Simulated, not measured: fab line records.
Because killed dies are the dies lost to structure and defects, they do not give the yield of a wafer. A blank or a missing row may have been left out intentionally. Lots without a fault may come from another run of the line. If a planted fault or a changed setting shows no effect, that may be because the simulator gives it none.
Comparing a struck lot with a sound one / flow sky130 / 35 out of 708 route steps
Sound: the wafers L965.2, L965.4, L965.5. Struck: wafers L982.1, L982.3, L982.5. The cause is given at the end.
At each step with rows: each side's tool, then ch and its chambers, then its first start. Under that, the readings that differ: sound wafers / struck wafers / difference of the means / sigmas: that difference in standard deviations of wafers without a fault.
alike: same words and numbers on both sides, and readings whose means sit less than 2 such deviations apart. not compared: any withheld reading, any reading some wafer has no value for, any bound like >300 that may hide the same value, and any number with overlapping values for which the record gives no deviation.
The two part at a step that has a row with sigmas, a row that says differs or no value, or rows on one side only. When numbers do not overlap yet have no deviation, they are printed without sigmas and do not part them. A reading that every wafer of one side lacks parts them only if that side has two wafers or more.

SKY_SD_P_CD_MEAS_07: the cd target is 380 nm.
  sound: cd sem-01 at day 26 04:21; struck: cd sem-01 at day 31 05:29
  alike: cd nm
SKY_SD_P_OVL_MEAS_08:
  sound: overlay-01 at day 26 04:28; struck: overlay-02 at day 31 05:37
  alike: SD_P_OVL
after that, 1 step had no rows for these wafers: SKY_SD_P_IMPLANT_09.
SKY_SD_P_STRIP_10: strips in O2/N2.
  sound on plasma asher-04 ch 0,1, day 26 04:38; struck on plasma asher-01 ch 0,1, day 31 05:48
reading=drypump motor current A (A); sound=5.0 5.2 5.0; struck=5.6 6.4 6.3; difference=+1.0; sigmas=+2
  alike: chamber pressure mTorr, oes product au, strip time to endpoint s
  not compared: rf hours counter h
SKY_SD_P_TW_MEAS_11:
  sound: film metro-01 at day 26 04:45; struck: film metro-03 at day 31 05:54
reading=SD_P_TW; sound=2893 2892 2889; struck=2782 2787 2779; difference=-109; sigmas=-2
then, 3 steps without rows for these wafers: SKY_RES_XHIGH_DEHYDRATE_00 (time 60 s); SKY_RES_XHIGH_HMDS_01 (prime time 60 s); SKY_RES_XHIGH_COAT_02 (resist thk 1140 nm).
SKY_RES_XHIGH_SOFTBAKE_03: time 61.26 s.
  sound on litho track-02 ch 0, day 26 19:21; struck on litho track-01 ch 0, day 31 19:59
  alike: plate sensor t centre C, plate sensor t edge C
then, 3 steps without rows for these wafers: SKY_RES_XHIGH_EXPOSE_04 (exposes mask URPM, target cd 1270 nm); SKY_RES_XHIGH_PEB_05; SKY_RES_XHIGH_DEVELOP_06 (develop time 60 s).
SKY_RES_XHIGH_IMPLANT_07:
  sound on implanter-03 ch 0, day 27 10:03; struck on implanter-03 ch 0, day 32 09:11
reading=beam on s (s); sound=34.8 35.3 34.7; struck=38.3 38.7 39.1; difference=+3.8; sigmas=+3
reading=dose ions cm2; sound=3.603e+14 3.602e+14 3.603e+14; struck=3.945e+14 3.95e+14 3.951e+14; difference=+3.460e+13; sigmas=+84
SKY_RES_XHIGH_STRIP_08: strips in O2/N2.
  sound on plasma asher-04 ch 0,1, day 27 10:11; struck on plasma asher-04 ch 0,1, day 32 09:20
  alike: chamber pressure mTorr, drypump motor current A, oes product au, strip time to endpoint s
  not compared: rf hours counter h
SKY_RES_XHIGH_TW_MEAS_09:
  sound: film metro-01 at day 27 10:17; struck: film metro-04 at day 32 09:26
  alike: RES_XHIGH_TW
then, 7 steps without rows for these wafers: SKY_SD_N_DEHYDRATE_00 (time 60 s); SKY_SD_N_HMDS_01 (prime time 60 s); SKY_SD_N_COAT_02 (resist thk 1140 nm); SKY_SD_N_SOFTBAKE_03 (time 60 s); SKY_SD_N_EXPOSE_04 (exposes mask NSDM, target cd 380 nm); SKY_SD_N_PEB_05; SKY_SD_N_DEVELOP_06 (develop time 60 s).
SKY_SD_N_CD_MEAS_07: the cd target is 380 nm.
  sound: cd sem-01 at day 28 14:22; struck: cd sem-02 at day 33 12:41
  alike: cd nm
SKY_SD_N_OVL_MEAS_08:
  sound: overlay-02 at day 28 14:28; struck: overlay-02 at day 33 12:48
  alike: SD_N_OVL
then, 2 steps without rows for these wafers: SKY_SD_N_IMPLANT_09; SKY_SD_N_IMPLANT_10.
SKY_SD_N_STRIP_11: strips in O2/N2.
  sound on plasma asher-03 ch 1, day 28 14:48; struck on plasma asher-02 ch 0, day 33 13:08
reading=drypump motor current A (A); sound=6.1 6.1 6.1; struck=5.0 5.0 5.0; difference=-1.1; sigmas=-2
  alike: chamber pressure mTorr, oes product au, strip time to endpoint s
  not compared: rf hours counter h
SKY_SD_N_TW_MEAS_12:
  sound: film metro-01 at day 28 14:55; struck: film metro-04 at day 33 13:14
  alike: SD_N_TW
then, 1 step without rows for these wafers: SKY_SD_N_CLEAN_13 (cleans in SC1/SC2, time 150 s).
SKY_SD_N_RTA_14: time 2 s.
  sound on rtp anneal-02 ch 0, day 28 15:01; struck on rtp anneal-01 ch 0, day 33 13:21
  alike: lamp power pct, wafer_temp_C_max
SKY_SD_N_RS_MEAS_16: a four-point-probe measurement.
  sound: film metro-03 at day 28 15:12; struck: film metro-01 at day 33 13:31
  alike: SD_N_RS
SKY_SD_N_RS_MEAS_17: a four-point-probe measurement.
  sound: film metro-03 at day 28 15:19; struck: film metro-01 at day 33 13:38
  alike: SD_P_RS
SKY_SD_N_RS_MEAS_18: a four-point-probe measurement.
  sound: film metro-03 at day 28 15:26; struck: film metro-01 at day 33 13:46
reading=RES_XHIGH_RS (ohm/sq); sound=332.6 332.8 332.7; struck=306.5 307.6 308.2; difference=-25.3; sigmas=-25
then, 1 step without rows for these wafers: SKY_SALICIDE_CLEAN_00 (cleans in HF-last, time 30 s).
-- the record jumps here: 16 days lie between the struck wafers' starts before and after (it left off in module SALICIDE and takes up again in module PAD_OPEN, whose first step shown is number 708 of the route) --
SKY_PAD_OPEN_PROBE_99:
  sound: prober-01 at day 46 05:29; struck: prober-02 at day 49 15:11
reading=model.etest.res xhigh po.line ohm um; sound=5752 6005 5940; struck=4701 4909 4748; difference=-1113; sigmas=
reading=model.etest.res xhigh po.rs ohm sq; sound=2017 2114 2083; struck=1635 1712 1666; difference=-400; sigmas=
  alike: killed_at_M0_to_M3, killed_at_M4_up, killed at contacts, killed at front end, killed at other, killed dies, killed open, killed short

## WHERE THEY PART
At SKY_SD_P_STRIP_10 first; at SKY_SD_N_RS_MEAS_18 last (within this record only). Later steps at which nothing parts them and some readings are alike: SKY_PAD_OPEN_PROBE_99.

WHY: the cause the simulator had injected
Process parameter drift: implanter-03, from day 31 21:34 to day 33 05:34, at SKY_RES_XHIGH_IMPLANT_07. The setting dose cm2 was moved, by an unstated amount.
